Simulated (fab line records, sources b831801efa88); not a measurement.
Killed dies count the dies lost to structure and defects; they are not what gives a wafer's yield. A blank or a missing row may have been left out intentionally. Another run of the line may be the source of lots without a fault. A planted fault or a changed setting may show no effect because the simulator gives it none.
A lot that was struck, set against a sound lot / flow sky130 / 19 steps out of a route of 708
Sound: the wafers L170.4, L170.5, L170.6. Struck: wafer L186.3. The cause is given at the end.
At each step with rows: each side's tool, then ch and its chambers, then its first start. Under that, the readings that differ: sound wafers / struck wafers / difference of the means / sigmas: that difference in standard deviations of wafers without a fault.
alike: same words and numbers on both sides, and readings whose means sit less than 2 such deviations apart. not compared: any withheld reading, any reading some wafer has no value for, any bound like >300 that may hide the same value, and any number with overlapping values for which the record gives no deviation.
A row with sigmas, a row that says differs or no value, or rows on one side alone: a step with any of these is where the two part. Numbers that have no deviation but don't overlap get no sigmas and don't part them. Lack of a reading on every wafer of one side parts them only where that side has two or more wafers.

SKY_VIA1_ETCH_15: etches SiO2 in C4F8/O2/Ar, stops on TiN, target depth 351 nm, time 54 s.
  sound on rie_diel-04 ch 1,2,3, day 33 20:59; struck on rie_diel-03 ch 3, day 38 22:07
reading=chamber_pressure_mTorr (mTorr); sound=40.03 40.03 40.04; struck=39.95; difference=-0.08; sigmas=-3
reading=rf_hours_counter_h (h); sound=- - -; struck=12; difference=no value on the sound wafers; sigmas=
  alike: bias_w, oes_product_au
SKY_VIA1_STRIP_16: strips in O2/N2.
  sound on plasma_asher-03 ch 0,1, day 33 21:02; struck on plasma_asher-02 ch 0, day 38 22:11
reading=chamber_pressure_mTorr (mTorr); sound=1502.4 1503.4 1502.4; struck=1499.5; difference=-3.2; sigmas=-2
reading=drypump_motor_current_A (A); sound=5.7 6.1 5.7; struck=4.8; difference=-1.0; sigmas=-2
  alike: oes_product_au, strip_time_to_endpoint_s
  not compared: rf_hours_counter_h
then, 5 steps without rows for these wafers: SKY_VIA1_STRIP_17 (strips in post etch residue remover, time 1200 s); SKY_VIA1_CLEAN_18 (cleans in IPA, time 180 s); SKY_VIA1_CLEAN_19 (cleans in O3/DIW); SKY_VIA1_SPUTTER_20 (material TiN, target thk 20 nm, time 80 s); SKY_VIA1_CVD_21 (deposits W, target thk 270 nm, time 80.902 s).
SKY_VIA1_RS_MEAS_22: a four-point-probe measurement.
  sound on film_metro-04 at day 33 21:54; struck on film_metro-01 at day 38 22:57
  alike: VIA1_W_RS
SKY_VIA1_THK_MEAS_23: measures by xrf.
  sound on film_metro-04 at day 33 21:59; struck on film_metro-01 at day 38 23:03
  alike: VIA1_W_THK
SKY_VIA1_CMP_24: polishes, stops on SiO2, t overpolish 15 s, target thk 0 nm.
  sound on cmp-01 ch 1,2,3, day 33 22:07; struck on cmp-01 ch 0, day 38 23:11
  alike: motor_current_A, overpolish_run_s, time_to_endpoint_s
SKY_METAL2_SPUTTER_00: material Ti, target thk 15 nm, time 10 s.
  sound on pvd_sputter-02 at day 33 22:19; struck on pvd_sputter-01 at day 38 23:23
  alike: throttle_valve_pct
then, 1 step without rows for these wafers: SKY_METAL2_SPUTTER_01 (material TiN, target thk 20 nm, time 16.7 s).
SKY_METAL2_SPUTTER_02: material AlCu, target thk 250 nm, time 13.3 s.
  sound on pvd_sputter-02 at day 33 22:22; struck on pvd_sputter-01 at day 38 23:26
reading=model.AlCu_of_METAL2_SPUTTER_02.thk_nm (nm); sound=250 250.2 251.2; struck=290.9; difference=+40.4; sigmas=
  alike: throttle_valve_pct
then, 1 step without rows for these wafers: SKY_METAL2_SPUTTER_03 (material Ti, target thk 5 nm, time 3.3 s).
SKY_METAL2_SPUTTER_04: material TiN, target thk 70 nm, time 58.3 s.
  sound on pvd_sputter-02 at day 33 22:25; struck on pvd_sputter-01 at day 38 23:29
  alike: throttle_valve_pct
SKY_METAL2_RS_MEAS_05: a four-point-probe measurement.
  sound on film_metro-02 at day 33 22:31; struck on film_metro-02 at day 38 23:34
reading=METAL2_ALCU_RS (ohm/sq); sound=0.1267 0.1269 0.1262; struck=0.1083; difference=-0.0183; sigmas=-12
SKY_METAL2_THK_MEAS_06: measures by xrf.
  sound on film_metro-02 at day 33 22:37; struck on film_metro-02 at day 38 23:40
reading=METAL2_ALCU_THK (nm); sound=249 249 248; struck=287; difference=+38; sigmas=+13
then, 1 step without rows for these wafers: SKY_METAL2_DEHYDRATE_07 (time 60 s).
-- the record jumps here: 11 days lie between the struck wafers' starts before and after (it left off in module METAL2 and takes up again in module PAD_OPEN, whose first step shown is number 708 of the route) --
SKY_PAD_OPEN_PROBE_99:
  sound on prober-01 at day 45 18:08; struck on prober-01 at day 49 13:32
reading=killed_on_rim; sound=12 13 17; struck=25; difference=+11; sigmas=+3
reading=model.etest.tip_n_5v.rs_ohm_sq; sound=1438 1429 1429; struck=1340; difference=-92; sigmas=
reading=model.etest.met2.line_ohm_um; sound=0.9671 0.9224 0.9276; struck=0.7686; difference=-0.1704; sigmas=
reading=model.etest.met2.rs_ohm_sq; sound=0.1292 0.1282 0.1275; struck=0.1105; difference=-0.0178; sigmas=
  alike: killed_at_M0_to_M3, killed_at_M4_up, killed_at_contacts, killed_at_front_end, killed_at_other, killed_dies, killed_open, killed_short

## WHERE THEY PART
Last at SKY_PAD_OPEN_PROBE_99 as far as this record goes, first at SKY_VIA1_ETCH_15.

WHY: whatever the simulator had introduced
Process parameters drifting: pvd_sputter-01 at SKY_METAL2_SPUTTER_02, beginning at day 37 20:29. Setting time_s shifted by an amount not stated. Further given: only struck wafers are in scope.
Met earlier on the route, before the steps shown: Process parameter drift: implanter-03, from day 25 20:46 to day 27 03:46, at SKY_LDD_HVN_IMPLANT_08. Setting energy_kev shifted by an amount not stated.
